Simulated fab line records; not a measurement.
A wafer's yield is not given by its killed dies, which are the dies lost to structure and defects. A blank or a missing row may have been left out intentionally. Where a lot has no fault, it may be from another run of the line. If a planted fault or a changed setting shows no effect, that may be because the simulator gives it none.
2 desks, one fault | flow sky130 | each desk has only its own numbers; what lay behind them comes last

FOR THE TOOL OWNER'S DESK: rieSi-02
The tool's own readings at SKY_FIELD_ISO_ETCH_17 (etches Si in HBr/Cl2/O2, target depth 342 nm, time 97.7 s): means of the sampled wafers that have a number, for each lot that ran on this tool. Any lot whose mean is over 4 standard deviations away from the usual mean is out of limits and marked OUT; that distance is given in the brackets.
Columns: A = drypumpMotorCurrentA at SKY_FIELD_ISO_ETCH_17, usual 5.7 A; B = oesProductAu at SKY_FIELD_ISO_ETCH_17, usual 1.003 a.u.; C = runLengthS at SKY_FIELD_ISO_ETCH_17, usual 126.0 s; D = throttleValvePct at SKY_FIELD_ISO_ETCH_17, usual 25.654 %
lot  | first seen here | A   | B     | C               | D
L999 | day 2 07:23     | 5.6 | 0.999 | 126.0           | 25.652
L101 | day 2 14:46     | 5.7 | 1.007 | 126.2           | 25.650
L103 | day 3 02:36     | 5.8 | 1.007 | 126.2           | 25.652
L104 | day 3 06:32     | 5.6 | 0.997 | 126.2           | 25.660
L108 | day 4 03:06     | 5.6 | 1.007 | 125.8           | 25.661
L109 | day 4 09:01     | 5.9 | 1.004 | 125.9           | 25.659
L111 | day 4 18:35     | 5.9 | 0.999 | 126.0           | 25.661
L119 | day 6 15:02     | 5.5 | 1.010 | 119.1 (-18) OUT | 25.653
L120 | day 6 19:36     | 5.8 | 1.008 | 119.2 (-17) OUT | 25.643
This desk finds L119, L120 out of limits, L119 being first, at day 6 15:02 (runLengthS at SKY_FIELD_ISO_ETCH_17). In limits: L999, L101, L103, L104, L108, L109, L111.

AT THE METROLOGY DESK
Means of the sampled wafers that have a number, per lot and without regard to the tool the lot ran on: this is what the gauges read. Any lot whose mean is over 4 standard deviations away from the usual mean is out of limits and marked OUT; that distance is given in the brackets.
Columns: A = FIELD_ISO_CVD_03_THK at SKY_FIELD_ISO_THK_MEAS_04, usual 165.2 nm; B = FIELD_ISO_OXIDATION_01_THK at SKY_FIELD_ISO_THK_MEAS_23, usual 10.03 nm; C = cdNm at SKY_LDD_P_CD_MEAS_07, usual 380.0 nm
lot  | first seen here | A     | B     | C
L999 | day 1 17:13     | 162.5 | 9.95  | 380.7
L101 | day 2 00:22     | 164.9 | 9.93  | 383.3
L102 | day 2 07:39     | 168.8 | 9.68  | 377.7
L103 | day 2 10:41     | 166.0 | 9.96  | 380.7
L104 | day 2 14:30     | 167.2 | 9.81  | 377.6
L105 | day 2 21:07     | 164.1 | 9.87  | 380.1
L108 | day 3 10:29     | 165.6 | 10.12 | 378.8
L109 | day 3 16:22     | 164.9 | 10.25 | 381.6
L110 | day 3 20:29     | 164.7 | 9.93  | 384.3
L111 | day 4 01:38     | 165.6 | 10.12 | 377.7
L112 | day 4 07:31     | 166.5 | 9.87  | 379.6
L113 | day 4 13:13     | 166.1 | 9.88  | 378.8
L119 | day 5 19:16     | 164.1 | 10.23 | 380.1
L120 | day 5 23:39     | 163.3 | 10.26 | 378.9
This desk found nothing out of limits on any of the 14 lots.

PUT TOGETHER
An alarm could have come from the tool owner's desk at day 6 15:02, on L119, L120.
The metrology desk saw nothing out of limits.
The metrology desk has L119, L120 on record, within its limits.
The lots listed all ran SKY_FIELD_ISO_ETCH_17 on rieSi-02.

WHAT HAD BEEN PUT IN BY THE SIMULATOR
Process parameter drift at SKY_FIELD_ISO_ETCH_17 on rieSi-02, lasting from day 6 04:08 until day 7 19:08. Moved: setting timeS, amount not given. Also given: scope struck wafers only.
Lots struck among those shown: L119, L120.
Delay in hours, fault start to first out-of-limits reading, by desk: the tool owner's desk at 11.
